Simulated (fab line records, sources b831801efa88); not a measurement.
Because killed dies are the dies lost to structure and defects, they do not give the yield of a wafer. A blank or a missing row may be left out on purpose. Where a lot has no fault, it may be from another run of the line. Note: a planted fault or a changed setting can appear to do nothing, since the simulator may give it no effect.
fab line records :: flow sky130
record:
  lots: 14
  wafers: 42
  lastDay: 50
route steps=708 shown VIA3@586 METAL4@628 VIA4@650
lots that met no fault: from a run of the same line without faults
startH: hours from the record's first day to the start of the lot's first wafer shown :: waitH: how many hours have passed since the lot's step before this one :: " as in the row above :: L1.1+2: one row covering several wafers at once :: - no value, or no start was given :: * or withheld: withheld :: < > ~ a bound
route shown NAME@n: NAME is a module with steps in the file, n the number in the route of the first one :: usual: average and standard deviation across the fault-free wafers :: same: alike in all rows :: chamber/n: place in a boat :: sites: each site's reading :: _std_site: standard deviation across them :: _edge_site: outer sites' mean less inner sites' :: radiusMm: for every site, how far away it sits from the centre of the wafer :: mask NAME#n: copy n :: behind: tool/chamber where the wafer was last shaped :: hold: the reason the lot was held/the length of the hold in hours/how it ended :: device: names the non-switching transistor (n, p or np) :: end of line: at the end of the route, the tests of the same wafers :: a step without rows: its recipe alone :: killed: at the first sort, the dies lost to defects and structure; wafer yield is something else :: map: the dies of a wafer, with x for killed, . for not killed, _ for no die there
set.NAME: setting as actually run; set.NAME@STEP: the setting as run at that earlier step :: model.NAME: the simulator's own value behind a step, which no gauge read
one table for each step of the route and one row for each wafer, over a sample of lots
services: when a tool's chamber went out of use (startH, in hours from the record's first day, below 0 if earlier), for how many hours, and the reason
== steps ==
step: SKY_VIA3_OVL_MEAS_13
usual:
  VIA3_OVL: 1/5.1
lot.wafer: L859.1
tool: overlay-01
chamber: -
startH: 964.01
waitH: 0.1
VIA3_OVL[nm]: 7

lot.wafer: L859.3
tool: overlay-01
chamber: -
startH: 964.01
waitH: 0.1
VIA3_OVL[nm]: 6

lot.wafer: L859.4
tool: overlay-01
chamber: -
startH: 964.01
waitH: 0.1
VIA3_OVL[nm]: 6

lot.wafer: L857.1
tool: overlay-02
chamber: -
startH: 969.02
waitH: 0.1
VIA3_OVL[nm]: 0

lot.wafer: L857.4
tool: overlay-02
chamber: -
startH: 969.02
waitH: 0.1
VIA3_OVL[nm]: 3

lot.wafer: L857.5
tool: overlay-02
chamber: -
startH: 969.02
waitH: 0.1
VIA3_OVL[nm]: 0

lot.wafer: L858.1
tool: overlay-02
chamber: -
startH: 973.07
waitH: 0.1
VIA3_OVL[nm]: 5

lot.wafer: L858.2
tool: overlay-02
chamber: -
startH: 973.07
waitH: 0.1
VIA3_OVL[nm]: -3

lot.wafer: L858.4
tool: overlay-02
chamber: -
startH: 973.07
waitH: 0.1
VIA3_OVL[nm]: 3

lot.wafer: L860.4
tool: overlay-02
chamber: -
startH: 982.93
waitH: 0.1
VIA3_OVL[nm]: 2

lot.wafer: L860.5
tool: overlay-02
chamber: -
startH: 982.93
waitH: 0.1
VIA3_OVL[nm]: 5

lot.wafer: L860.6
tool: overlay-02
chamber: -
startH: 982.93
waitH: 0.1
VIA3_OVL[nm]: 6

lot.wafer: L862.4
tool: overlay-01
chamber: -
startH: 985.43
waitH: 0.1
VIA3_OVL[nm]: -3

lot.wafer: L862.5
tool: overlay-01
chamber: -
startH: 985.43
waitH: 0.1
VIA3_OVL[nm]: -5

lot.wafer: L862.6
tool: overlay-01
chamber: -
startH: 985.43
waitH: 0.1
VIA3_OVL[nm]: 0

lot.wafer: L863.3
tool: overlay-02
chamber: -
startH: 993.29
waitH: 0.1
VIA3_OVL[nm]: 4

lot.wafer: L863.4
tool: overlay-02
chamber: -
startH: 993.29
waitH: 0.1
VIA3_OVL[nm]: 3

lot.wafer: L863.5
tool: overlay-02
chamber: -
startH: 993.29
waitH: 0.1
VIA3_OVL[nm]: 3

lot.wafer: L868.3
tool: overlay-02
chamber: -
startH: 1023.52
waitH: 0.1
VIA3_OVL[nm]: 2

lot.wafer: L868.4
tool: overlay-02
chamber: -
startH: 1023.52
waitH: 0.1
VIA3_OVL[nm]: -7

lot.wafer: L868.6
tool: overlay-02
chamber: -
startH: 1023.52
waitH: 0.1
VIA3_OVL[nm]: -2

lot.wafer: L869.2
tool: overlay-01
chamber: -
startH: 1027.52
waitH: 0.1
VIA3_OVL[nm]: 0

lot.wafer: L869.3
tool: overlay-01
chamber: -
startH: 1027.52
waitH: 0.1
VIA3_OVL[nm]: 2

lot.wafer: L869.6
tool: overlay-01
chamber: -
startH: 1027.52
waitH: 0.1
VIA3_OVL[nm]: -2

lot.wafer: L872.1
tool: overlay-02
chamber: -
startH: 1049.48
waitH: 0.1
VIA3_OVL[nm]: 7

lot.wafer: L872.3
tool: overlay-02
chamber: -
startH: 1049.48
waitH: 0.1
VIA3_OVL[nm]: 6

lot.wafer: L872.4
tool: overlay-02
chamber: -
startH: 1049.48
waitH: 0.1
VIA3_OVL[nm]: 1

lot.wafer: L873.1
tool: overlay-01
chamber: -
startH: 1053.63
waitH: 0.1
VIA3_OVL[nm]: -4

lot.wafer: L873.4
tool: overlay-01
chamber: -
startH: 1053.63
waitH: 0.1
VIA3_OVL[nm]: -9

lot.wafer: L873.6
tool: overlay-01
chamber: -
startH: 1053.63
waitH: 0.1
VIA3_OVL[nm]: -3

lot.wafer: L874.1
tool: overlay-01
chamber: -
startH: 1059.86
waitH: 0.1
VIA3_OVL[nm]: 10

lot.wafer: L874.2
tool: overlay-01
chamber: -
startH: 1059.86
waitH: 0.1
VIA3_OVL[nm]: 6

lot.wafer: L874.4
tool: overlay-01
chamber: -
startH: 1059.86
waitH: 0.1
VIA3_OVL[nm]: 8

lot.wafer: L875.2
tool: overlay-02
chamber: -
startH: 1071.49
waitH: 0.1
VIA3_OVL[nm]: -7

lot.wafer: L875.3
tool: overlay-02
chamber: -
startH: 1071.49
waitH: 0.1
VIA3_OVL[nm]: -2

lot.wafer: L875.4
tool: overlay-02
chamber: -
startH: 1071.49
waitH: 0.1
VIA3_OVL[nm]: 0

lot.wafer: L876.4
tool: overlay-01
chamber: -
startH: 1075.48
waitH: 0.1
VIA3_OVL[nm]: 5

lot.wafer: L876.5
tool: overlay-01
chamber: -
startH: 1075.48
waitH: 0.1
VIA3_OVL[nm]: 1

lot.wafer: L876.6
tool: overlay-01
chamber: -
startH: 1075.48
waitH: 0.1
VIA3_OVL[nm]: -1

lot.wafer: L877.1
tool: overlay-01
chamber: -
startH: 1079.26
waitH: 0.1
VIA3_OVL[nm]: 5

lot.wafer: L877.3
tool: overlay-01
chamber: -
startH: 1079.26
waitH: 0.1
VIA3_OVL[nm]: 9

lot.wafer: L877.4
tool: overlay-01
chamber: -
startH: 1079.26
waitH: 0.1
VIA3_OVL[nm]: 5
step: SKY_VIA3_ETCH_14
recipe:
  chemistry: N2/H2
  target: BARC
  ionEnergyEv: 200
  sourceW: 491.3
  biasW: 100
  pressureMtorr: 30
  n2FlowSccm: 100
  h2FlowSccm: 200
  stopOn: SiO2
  timeS: 45.9
  targetDepthA: 600
usual:
  drypumpMotorCurrentA: 5.9/0.42
  n2FlowSccm: 100.0/0.31
  oesProductAu: 0.855/0.0053
  throttleValvePct: 13.224/0.0093
lot.wafer: L859.1
tool: rieDiel-04
chamber: 1
startH: 964.05
waitH: 0.0
drypumpMotorCurrentA: 5.4
n2FlowSccm: 100.4
oesProductAu: 0.849
rfHoursCounterH: 22
throttleValvePct: 13.230

lot.wafer: L859.3
tool: rieDiel-04
chamber: 0
startH: 964.05
waitH: 0.0
drypumpMotorCurrentA: 5.5
n2FlowSccm: 100.1
oesProductAu: 0.849
rfHoursCounterH: 8
throttleValvePct: 13.222

lot.wafer: L859.4
tool: rieDiel-04
chamber: 2
startH: 964.05
waitH: 0.0
drypumpMotorCurrentA: 6.2
n2FlowSccm: 99.9
oesProductAu: 0.856
rfHoursCounterH: 6
throttleValvePct: 13.225

lot.wafer: L857.1
tool: rieDiel-04
chamber: 0
startH: 969.06
waitH: 0.0
drypumpMotorCurrentA: 5.5
n2FlowSccm: 99.8
oesProductAu: 0.866
rfHoursCounterH: 8
throttleValvePct: 13.231

lot.wafer: L857.4
tool: rieDiel-04
chamber: 2
startH: 969.06
waitH: 0.0
drypumpMotorCurrentA: 6.2
n2FlowSccm: 100.5
oesProductAu: 0.854
rfHoursCounterH: 6
throttleValvePct: 13.214

lot.wafer: L857.5
tool: rieDiel-04
chamber: 2
startH: 969.06
waitH: 0.0
drypumpMotorCurrentA: 6.2
n2FlowSccm: 100.7
oesProductAu: 0.849
rfHoursCounterH: -
throttleValvePct: 13.218

lot.wafer: L858.1
tool: rieDiel-01
chamber: 2
startH: 973.11
waitH: 0.0
drypumpMotorCurrentA: 5.7
n2FlowSccm: 100.3
oesProductAu: 0.853
rfHoursCounterH: 22
throttleValvePct: 13.222

lot.wafer: L858.2
tool: rieDiel-01
chamber: 3
startH: 973.11
waitH: 0.0
drypumpMotorCurrentA: 5.1
n2FlowSccm: 100.4
oesProductAu: 0.855
rfHoursCounterH: 17
throttleValvePct: 13.222

lot.wafer: L858.4
tool: rieDiel-01
chamber: 0
startH: 973.11
waitH: 0.0
drypumpMotorCurrentA: 6.2
n2FlowSccm: 99.3
oesProductAu: 0.861
rfHoursCounterH: 9
throttleValvePct: 13.234

lot.wafer: L860.4
tool: rieDiel-03
chamber: 0
startH: 982.97
waitH: 0.0
drypumpMotorCurrentA: 6.1
n2FlowSccm: 100.1
oesProductAu: 0.854
rfHoursCounterH: -
throttleValvePct: 13.234

lot.wafer: L860.5
tool: rieDiel-03
chamber: 2
startH: 982.97
waitH: 0.0
drypumpMotorCurrentA: 6.5
n2FlowSccm: 100.3
oesProductAu: 0.857
rfHoursCounterH: -
throttleValvePct: 13.231

lot.wafer: L860.6
tool: rieDiel-03
chamber: 1
startH: 982.97
waitH: 0.0
drypumpMotorCurrentA: 6.0
n2FlowSccm: 99.9
oesProductAu: 0.846
rfHoursCounterH: -
throttleValvePct: 13.230

lot.wafer: L862.4
tool: rieDiel-03
chamber: 3
startH: 985.45
waitH: 0.0
drypumpMotorCurrentA: 6.4
n2FlowSccm: 100.1
oesProductAu: 0.854
rfHoursCounterH: 15
throttleValvePct: 13.224

lot.wafer: L862.5
tool: rieDiel-03
chamber: 2
startH: 985.45
waitH: 0.0
drypumpMotorCurrentA: 6.5
n2FlowSccm: 100.1
oesProductAu: 0.847
rfHoursCounterH: -
throttleValvePct: 13.230

lot.wafer: L862.6
tool: rieDiel-03
chamber: 3
startH: 985.45
waitH: 0.0
drypumpMotorCurrentA: 6.4
n2FlowSccm: 100.4
oesProductAu: 0.855
rfHoursCounterH: -
throttleValvePct: 13.224

lot.wafer: L863.3
tool: rieDiel-04
chamber: 1
startH: 993.31
waitH: 0.0
drypumpMotorCurrentA: 5.4
n2FlowSccm: 100.0
oesProductAu: 0.854
rfHoursCounterH: 23
throttleValvePct: 13.212

lot.wafer: L863.4
tool: rieDiel-04
chamber: 2
startH: 993.31
waitH: 0.0
drypumpMotorCurrentA: 6.2
n2FlowSccm: 100.2
oesProductAu: 0.853
rfHoursCounterH: 7
throttleValvePct: 13.227

lot.wafer: L863.5
tool: rieDiel-04
chamber: 3
startH: 993.31
waitH: 0.0
drypumpMotorCurrentA: 6.1
n2FlowSccm: 99.8
oesProductAu: 0.851
rfHoursCounterH: -
throttleValvePct: 13.213

lot.wafer: L868.3
tool: rieDiel-04
chamber: 1
startH: 1023.55
waitH: 0.0
drypumpMotorCurrentA: 5.5
n2FlowSccm: 100.8
oesProductAu: 0.849
rfHoursCounterH: 24
throttleValvePct: 13.237

lot.wafer: L868.4
tool: rieDiel-04
chamber: 2
startH: 1023.55
waitH: 0.0
drypumpMotorCurrentA: 6.2
n2FlowSccm: 100.1
oesProductAu: 0.850
rfHoursCounterH: 8
throttleValvePct: 13.227

lot.wafer: L868.6
tool: rieDiel-04
chamber: 3
startH: 1023.55
waitH: 0.0
drypumpMotorCurrentA: 6.0
n2FlowSccm: 100.1
oesProductAu: 0.847
rfHoursCounterH: -
throttleValvePct: 13.227

lot.wafer: L869.2
tool: rieDiel-01
chamber: 1
startH: 1027.55
waitH: 0.0
drypumpMotorCurrentA: 6.1
n2FlowSccm: 100.3
oesProductAu: 0.851
rfHoursCounterH: 2
throttleValvePct: 13.223

lot.wafer: L869.3
tool: rieDiel-01
chamber: 0
startH: 1027.55
waitH: 0.0
drypumpMotorCurrentA: 6.2
n2FlowSccm: 100.0
oesProductAu: 0.858
rfHoursCounterH: 11
throttleValvePct: 13.219

lot.wafer: L869.6
tool: rieDiel-01
chamber: 0
startH: 1027.55
waitH: 0.0
drypumpMotorCurrentA: 6.2
n2FlowSccm: 100.4
oesProductAu: 0.848
rfHoursCounterH: -
throttleValvePct: 13.243

lot.wafer: L872.1
tool: rieDiel-01
chamber: 3
startH: 1049.51
waitH: 0.0
drypumpMotorCurrentA: 5.1
n2FlowSccm: 99.9
oesProductAu: 0.860
rfHoursCounterH: 19
throttleValvePct: 13.231

lot.wafer: L872.3
tool: rieDiel-01
chamber: 0
startH: 1049.51
waitH: 0.0
drypumpMotorCurrentA: 6.2
n2FlowSccm: 100.2
oesProductAu: 0.852
rfHoursCounterH: 12
throttleValvePct: 13.212

lot.wafer: L872.4
tool: rieDiel-01
chamber: 1
startH: 1049.51
waitH: 0.0
drypumpMotorCurrentA: 6.1
n2FlowSccm: 100.1
oesProductAu: 0.856
rfHoursCounterH: -
throttleValvePct: 13.225

lot.wafer: L873.1
tool: rieDiel-03
chamber: 1
startH: 1053.66
waitH: 0.0
drypumpMotorCurrentA: 5.9
n2FlowSccm: 100.5
oesProductAu: 0.854
rfHoursCounterH: 3
throttleValvePct: 13.212

lot.wafer: L873.4
tool: rieDiel-03
chamber: 0
startH: 1053.66
waitH: 0.0
drypumpMotorCurrentA: 6.1
n2FlowSccm: 99.7
oesProductAu: 0.854
rfHoursCounterH: 23
throttleValvePct: 13.243

lot.wafer: L873.6
tool: rieDiel-03
chamber: 3
startH: 1053.66
waitH: 0.0
drypumpMotorCurrentA: 6.3
n2FlowSccm: 99.7
oesProductAu: 0.853
rfHoursCounterH: -
throttleValvePct: 13.222

lot.wafer: L874.1
tool: rieDiel-01
chamber: 2
startH: 1059.90
waitH: 0.0
drypumpMotorCurrentA: 5.7
n2FlowSccm: 99.9
oesProductAu: 0.857
rfHoursCounterH: 25
throttleValvePct: 13.232

lot.wafer: L874.2
tool: rieDiel-01
chamber: 0
startH: 1059.90
waitH: 0.0
drypumpMotorCurrentA: 6.2
n2FlowSccm: 99.7
oesProductAu: 0.864
rfHoursCounterH: 12
throttleValvePct: 13.231

lot.wafer: L874.4
tool: rieDiel-01
chamber: 1
startH: 1059.90
waitH: 0.0
drypumpMotorCurrentA: 6.0
n2FlowSccm: 100.0
oesProductAu: 0.863
rfHoursCounterH: 3
throttleValvePct: 13.238

lot.wafer: L875.2
tool: rieDiel-04
chamber: 0
startH: 1071.52
waitH: 0.0
drypumpMotorCurrentA: 5.5
n2FlowSccm: 99.9
oesProductAu: 0.854
rfHoursCounterH: 11
throttleValvePct: 13.217

lot.wafer: L875.3
tool: rieDiel-04
chamber: 3
startH: 1071.52
waitH: 0.0
drypumpMotorCurrentA: 6.1
n2FlowSccm: 99.6
oesProductAu: 0.860
rfHoursCounterH: 10
throttleValvePct: 13.230

lot.wafer: L875.4
tool: rieDiel-04
chamber: 1
startH: 1071.52
waitH: 0.0
drypumpMotorCurrentA: 5.4
n2FlowSccm: 99.7
oesProductAu: 0.849
rfHoursCounterH: 25
throttleValvePct: 13.234

lot.wafer: L876.4
tool: rieDiel-01
chamber: 3
startH: 1075.50
waitH: 0.0
drypumpMotorCurrentA: 5.1
n2FlowSccm: 100.4
oesProductAu: 0.855
rfHoursCounterH: 20
throttleValvePct: 13.229

lot.wafer: L876.5
tool: rieDiel-01
chamber: 2
startH: 1075.50
waitH: 0.0
drypumpMotorCurrentA: 5.7
n2FlowSccm: 100.4
oesProductAu: 0.859
rfHoursCounterH: -
throttleValvePct: 13.242

lot.wafer: L876.6
tool: rieDiel-01
chamber: 1
startH: 1075.50
waitH: 0.0
drypumpMotorCurrentA: 6.0
n2FlowSccm: 100.2
oesProductAu: 0.868
rfHoursCounterH: -
throttleValvePct: 13.213

lot.wafer: L877.1
tool: rieDiel-03
chamber: 0
startH: 1079.30
waitH: 0.0
drypumpMotorCurrentA: 6.1
n2FlowSccm: 99.9
oesProductAu: 0.850
rfHoursCounterH: 24
throttleValvePct: 13.208

lot.wafer: L877.3
tool: rieDiel-03
chamber: 1
startH: 1079.30
waitH: 0.0
drypumpMotorCurrentA: 5.9
n2FlowSccm: 99.5
oesProductAu: 0.859
rfHoursCounterH: 4
throttleValvePct: 13.214

lot.wafer: L877.4
tool: rieDiel-03
chamber: 2
startH: 1079.30
waitH: 0.0
drypumpMotorCurrentA: 6.5
n2FlowSccm: 100.1
oesProductAu: 0.854
rfHoursCounterH: -
throttleValvePct: 13.218
step: SKY_METAL4_DEVELOP_12
recipe:
  developTimeS: 60
  resist: KrF-thick
  devTempC: 21
usual:
  chillPlateTempC: 23.01/0.1
  developTimeS: 60/0
lot.wafer: L859.1
tool: lithoTrack-02
chamber: 0
startH: 1013
waitH: -
chillPlateTempC: 23.03
developTimeS: 60

lot.wafer: L859.3
tool: lithoTrack-02
chamber: 0
startH: 1013
waitH: -
chillPlateTempC: 23.02
developTimeS: 60

lot.wafer: L859.4
tool: lithoTrack-02
chamber: 0
startH: 1013
waitH: -
chillPlateTempC: 22.90
developTimeS: 60

lot.wafer: L857.1
tool: lithoTrack-04
chamber: 0
startH: 1019
waitH: -
chillPlateTempC: 23.04
developTimeS: 60

lot.wafer: L857.4
tool: lithoTrack-04
chamber: 0
startH: 1019
waitH: -
chillPlateTempC: 23.02
developTimeS: 60

lot.wafer: L857.5
tool: lithoTrack-04
chamber: 0
startH: 1019
waitH: -
chillPlateTempC: 23.01
developTimeS: 60

lot.wafer: L858.1
tool: lithoTrack-03
chamber: 0
startH: 1022
waitH: -
chillPlateTempC: 22.96
developTimeS: 60

lot.wafer: L858.2
tool: lithoTrack-03
chamber: 0
startH: 1022
waitH: -
chillPlateTempC: 22.81
developTimeS: 60

lot.wafer: L858.4
tool: lithoTrack-03
chamber: 0
startH: 1022
waitH: -
chillPlateTempC: 23.02
developTimeS: 60

lot.wafer: L860.4
tool: lithoTrack-03
chamber: 0
startH: 1029
waitH: -
chillPlateTempC: 23.09
developTimeS: 60

lot.wafer: L860.5
tool: lithoTrack-03
chamber: 0
startH: 1029
waitH: -
chillPlateTempC: 22.73
developTimeS: 60

lot.wafer: L860.6
tool: lithoTrack-03
chamber: 0
startH: 1029
waitH: -
chillPlateTempC: 23.11
developTimeS: 60

lot.wafer: L862.4
tool: lithoTrack-03
chamber: -
startH: 1033
waitH: -
chillPlateTempC: -
developTimeS: -

lot.wafer: L862.5
tool: lithoTrack-03
chamber: -
startH: 1033
waitH: -
chillPlateTempC: -
developTimeS: -

lot.wafer: L862.6
tool: lithoTrack-03
chamber: -
startH: 1033
waitH: -
chillPlateTempC: -
developTimeS: -

lot.wafer: L863.3
tool: lithoTrack-03
chamber: -
startH: 1040
waitH: -
chillPlateTempC: -
developTimeS: -

lot.wafer: L863.4
tool: lithoTrack-03
chamber: -
startH: 1040
waitH: -
chillPlateTempC: -
developTimeS: -

lot.wafer: L863.5
tool: lithoTrack-03
chamber: -
startH: 1040
waitH: -
chillPlateTempC: -
developTimeS: -

lot.wafer: L868.3
tool: lithoTrack-02
chamber: 0
startH: 1068
waitH: -
chillPlateTempC: 23.06
developTimeS: 60

lot.wafer: L868.4
tool: lithoTrack-02
chamber: 0
startH: 1068
waitH: -
chillPlateTempC: 23.04
developTimeS: 60

lot.wafer: L868.6
tool: lithoTrack-02
chamber: 0
startH: 1068
waitH: -
chillPlateTempC: 23.11
developTimeS: 60

lot.wafer: L869.2
tool: lithoTrack-03
chamber: 0
startH: 1072
waitH: -
chillPlateTempC: 23.09
developTimeS: 60

lot.wafer: L869.3
tool: lithoTrack-03
chamber: 0
startH: 1072
waitH: -
chillPlateTempC: 22.92
developTimeS: 60

lot.wafer: L869.6
tool: lithoTrack-03
chamber: 0
startH: 1072
waitH: -
chillPlateTempC: 22.99
developTimeS: 60

lot.wafer: L872.1
tool: lithoTrack-03
chamber: 0
startH: 1094
waitH: -
chillPlateTempC: 22.90
developTimeS: 60

lot.wafer: L872.3
tool: lithoTrack-03
chamber: 0
startH: 1094
waitH: -
chillPlateTempC: 22.90
developTimeS: 60

lot.wafer: L872.4
tool: lithoTrack-03
chamber: 0
startH: 1094
waitH: -
chillPlateTempC: 22.91
developTimeS: 60

lot.wafer: L873.1
tool: lithoTrack-02
chamber: 0
startH: 1098
waitH: -
chillPlateTempC: 22.98
developTimeS: 60

lot.wafer: L873.4
tool: lithoTrack-02
chamber: 0
startH: 1098
waitH: -
chillPlateTempC: 23.04
developTimeS: 60

lot.wafer: L873.6
tool: lithoTrack-02
chamber: 0
startH: 1098
waitH: -
chillPlateTempC: 23.02
developTimeS: 60

lot.wafer: L874.1
tool: lithoTrack-02
chamber: 0
startH: 1104
waitH: -
chillPlateTempC: 22.96
developTimeS: 60

lot.wafer: L874.2
tool: lithoTrack-02
chamber: 0
startH: 1104
waitH: -
chillPlateTempC: 22.97
developTimeS: 60

lot.wafer: L874.4
tool: lithoTrack-02
chamber: 0
startH: 1104
waitH: -
chillPlateTempC: 22.83
developTimeS: 60

lot.wafer: L875.2
tool: lithoTrack-02
chamber: 0
startH: 1115
waitH: -
chillPlateTempC: 23.10
developTimeS: 60

lot.wafer: L875.3
tool: lithoTrack-02
chamber: 0
startH: 1115
waitH: -
chillPlateTempC: 23.00
developTimeS: 60

lot.wafer: L875.4
tool: lithoTrack-02
chamber: 0
startH: 1115
waitH: -
chillPlateTempC: 23.17
developTimeS: 60

lot.wafer: L876.4
tool: lithoTrack-02
chamber: 0
startH: 1119
waitH: -
chillPlateTempC: 23.01
developTimeS: 60

lot.wafer: L876.5
tool: lithoTrack-02
chamber: 0
startH: 1119
waitH: -
chillPlateTempC: 22.96
developTimeS: 60

lot.wafer: L876.6
tool: lithoTrack-02
chamber: 0
startH: 1119
waitH: -
chillPlateTempC: 22.91
developTimeS: 60

lot.wafer: L877.1
tool: lithoTrack-03
chamber: 0
startH: 1122
waitH: -
chillPlateTempC: 23.12
developTimeS: 60

lot.wafer: L877.3
tool: lithoTrack-03
chamber: 0
startH: 1122
waitH: -
chillPlateTempC: 23.04
developTimeS: 60

lot.wafer: L877.4
tool: lithoTrack-03
chamber: 0
startH: 1122
waitH: -
chillPlateTempC: 23.15
developTimeS: 60
step: SKY_VIA4_OVL_MEAS_11
usual:
  VIA4_OVL: 0.3/1.1
lot.wafer: L859.1
tool: overlay-02
chamber: -
startH: 1037.99
waitH: 0.1
VIA4_OVL[nm]: 0.3

lot.wafer: L859.3
tool: overlay-02
chamber: -
startH: 1037.99
waitH: 0.1
VIA4_OVL[nm]: 0.6

lot.wafer: L859.4
tool: overlay-02
chamber: -
startH: 1037.99
waitH: 0.1
VIA4_OVL[nm]: 1.5

lot.wafer: L857.1
tool: overlay-02
chamber: -
startH: 1042.26
waitH: 0.1
VIA4_OVL[nm]: 0.4

lot.wafer: L857.4
tool: overlay-02
chamber: -
startH: 1042.26
waitH: 0.1
VIA4_OVL[nm]: -0.2

lot.wafer: L857.5
tool: overlay-02
chamber: -
startH: 1042.26
waitH: 0.1
VIA4_OVL[nm]: -0.4

lot.wafer: L858.1
tool: overlay-02
chamber: -
startH: 1046.06
waitH: 0.1
VIA4_OVL[nm]: -0.3

lot.wafer: L858.2
tool: overlay-02
chamber: -
startH: 1046.06
waitH: 0.1
VIA4_OVL[nm]: -0.8

lot.wafer: L858.4
tool: overlay-02
chamber: -
startH: 1046.06
waitH: 0.1
VIA4_OVL[nm]: 0.1

lot.wafer: L860.4
tool: overlay-01
chamber: -
startH: 1052.82
waitH: 0.1
VIA4_OVL[nm]: -0.7

lot.wafer: L860.5
tool: overlay-01
chamber: -
startH: 1052.82
waitH: 0.1
VIA4_OVL[nm]: -1.7

lot.wafer: L860.6
tool: overlay-01
chamber: -
startH: 1052.82
waitH: 0.1
VIA4_OVL[nm]: -1.1

lot.wafer: L868.3
tool: overlay-01
chamber: -
startH: 1091.90
waitH: 0.1
VIA4_OVL[nm]: -0.2

lot.wafer: L868.4
tool: overlay-01
chamber: -
startH: 1091.90
waitH: 0.1
VIA4_OVL[nm]: -0.4

lot.wafer: L868.6
tool: overlay-01
chamber: -
startH: 1091.90
waitH: 0.1
VIA4_OVL[nm]: 0.1

lot.wafer: L869.2
tool: overlay-02
chamber: -
startH: 1096.41
waitH: 0.1
VIA4_OVL[nm]: 0.7

lot.wafer: L869.3
tool: overlay-02
chamber: -
startH: 1096.41
waitH: 0.1
VIA4_OVL[nm]: 0.7

lot.wafer: L869.6
tool: overlay-02
chamber: -
startH: 1096.41
waitH: 0.1
VIA4_OVL[nm]: 1.2

lot.wafer: L872.1
tool: overlay-01
chamber: -
startH: 1117.30
waitH: 0.1
VIA4_OVL[nm]: 2.7

lot.wafer: L872.3
tool: overlay-01
chamber: -
startH: 1117.30
waitH: 0.1
VIA4_OVL[nm]: 0.0

lot.wafer: L872.4
tool: overlay-01
chamber: -
startH: 1117.30
waitH: 0.1
VIA4_OVL[nm]: 1.2

lot.wafer: L873.1
tool: overlay-01
chamber: -
startH: 1120.70
waitH: 0.1
VIA4_OVL[nm]: 0.4

lot.wafer: L873.4
tool: overlay-01
chamber: -
startH: 1120.70
waitH: 0.1
VIA4_OVL[nm]: -0.6

lot.wafer: L873.6
tool: overlay-01
chamber: -
startH: 1120.70
waitH: 0.1
VIA4_OVL[nm]: 2.1

lot.wafer: L874.1
tool: overlay-01
chamber: -
startH: 1125.65
waitH: 0.1
VIA4_OVL[nm]: -1.7

lot.wafer: L874.2
tool: overlay-01
chamber: -
startH: 1125.65
waitH: 0.1
VIA4_OVL[nm]: -0.7

lot.wafer: L874.4
tool: overlay-01
chamber: -
startH: 1125.65
waitH: 0.1
VIA4_OVL[nm]: -0.3

lot.wafer: L875.2
tool: overlay-01
chamber: -
startH: 1137.16
waitH: 0.1
VIA4_OVL[nm]: 1.9

lot.wafer: L875.3
tool: overlay-01
chamber: -
startH: 1137.16
waitH: 0.1
VIA4_OVL[nm]: 1.0

lot.wafer: L875.4
tool: overlay-01
chamber: -
startH: 1137.16
waitH: 0.1
VIA4_OVL[nm]: -0.6

lot.wafer: L876.4
tool: overlay-01
chamber: -
startH: 1140.82
waitH: 0.1
VIA4_OVL[nm]: 0.9

lot.wafer: L876.5
tool: overlay-01
chamber: -
startH: 1140.82
waitH: 0.1
VIA4_OVL[nm]: -0.1

lot.wafer: L876.6
tool: overlay-01
chamber: -
startH: 1140.82
waitH: 0.1
VIA4_OVL[nm]: -1.4

lot.wafer: L877.1
tool: overlay-01
chamber: -
startH: 1143.49
waitH: 0.1
VIA4_OVL[nm]: 1.0

lot.wafer: L877.3
tool: overlay-01
chamber: -
startH: 1143.49
waitH: 0.1
VIA4_OVL[nm]: 2.4

lot.wafer: L877.4
tool: overlay-01
chamber: -
startH: 1143.49
waitH: 0.1
VIA4_OVL[nm]: 1.0
== services ==
tool: rieDiel-04
chamber: 2
startH: 941.64
hours: 5.4
kind: repair

tool: rieDiel-01
chamber: 1
startH: 956.77
hours: -
kind: clean

tool: rieDiel-01
chamber: 1
startH: 956.77
hours: 15.3
kind: scheduledDown

tool: rieDiel-01
chamber: 1
startH: 956.77
hours: 15.3
kind: ventCycle

tool: rieDiel-03
chamber: 3
startH: 975.32
hours: 7.8
kind: repair

tool: rieDiel-03
chamber: 3
startH: 987.66
hours: 3.5
kind: repair

tool: rieDiel-03
chamber: 1
startH: 997.41
hours: 16.0
kind: repair

tool: rieDiel-03
chamber: 3
startH: 1025.41
hours: 14.9
kind: repair

tool: rieDiel-01
chamber: 2
startH: 1047.04
hours: 2.9
kind: repair

tool: rieDiel-03
chamber: 3
startH: 1067.15
hours: 15.6
kind: repair

tool: rieDiel-04
chamber: 0
startH: 1089.95
hours: 6.4
kind: repair

tool: rieDiel-01
chamber: 3
startH: 1099.04
hours: 2.9
kind: repair
== key ==
firstSign:
  step: SKY_METAL4_DEVELOP_12
  reading: toolRecord
  direction: missing
effect none on later readings
metAt SKY_METAL4_DEVELOP_12
struckLots L862,L863
laterRowsLeftOut L862.4,L862.5,L862.6,L863.3,L863.4,L863.5
sortLeftOut L862.4,L862.5,L862.6,L863.3,L863.4,L863.5
testerLeftOut L862,L863
notActingAt SKY_VIA3_OVL_MEAS_13,SKY_VIA3_ETCH_14,SKY_VIA4_OVL_MEAS_11
onsetBetween 1029 1033
earlierFault:
  kind: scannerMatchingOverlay
  tool: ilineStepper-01
  chamber: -
  onsetH: 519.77
  steps: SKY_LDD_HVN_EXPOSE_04
  offset: 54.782
fault:
  kind: skippedStepWhole
  tool: lithoTrack-03
  chamber: -
  onsetH: 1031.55
  steps: SKY_METAL4_DEVELOP_12
  scope: struckLotsOnly
testerLeftOut: of these lots the tester's yield and bins aren't shown, on N5 and GAA mostly nor the transistor test; their killed dies are dies lost to structure and defects alone, not to doping, threshold or leakage, so they don't give the yield
sortLeftOut: the simulated sort isn't trusted on such a fault, so these wafers' sort isn't shown, and their yield isn't known
laterRowsLeftOut: the simulator's readings of these wafers behind a module that went badly wrong aren't trusted and aren't shown, but for the sort
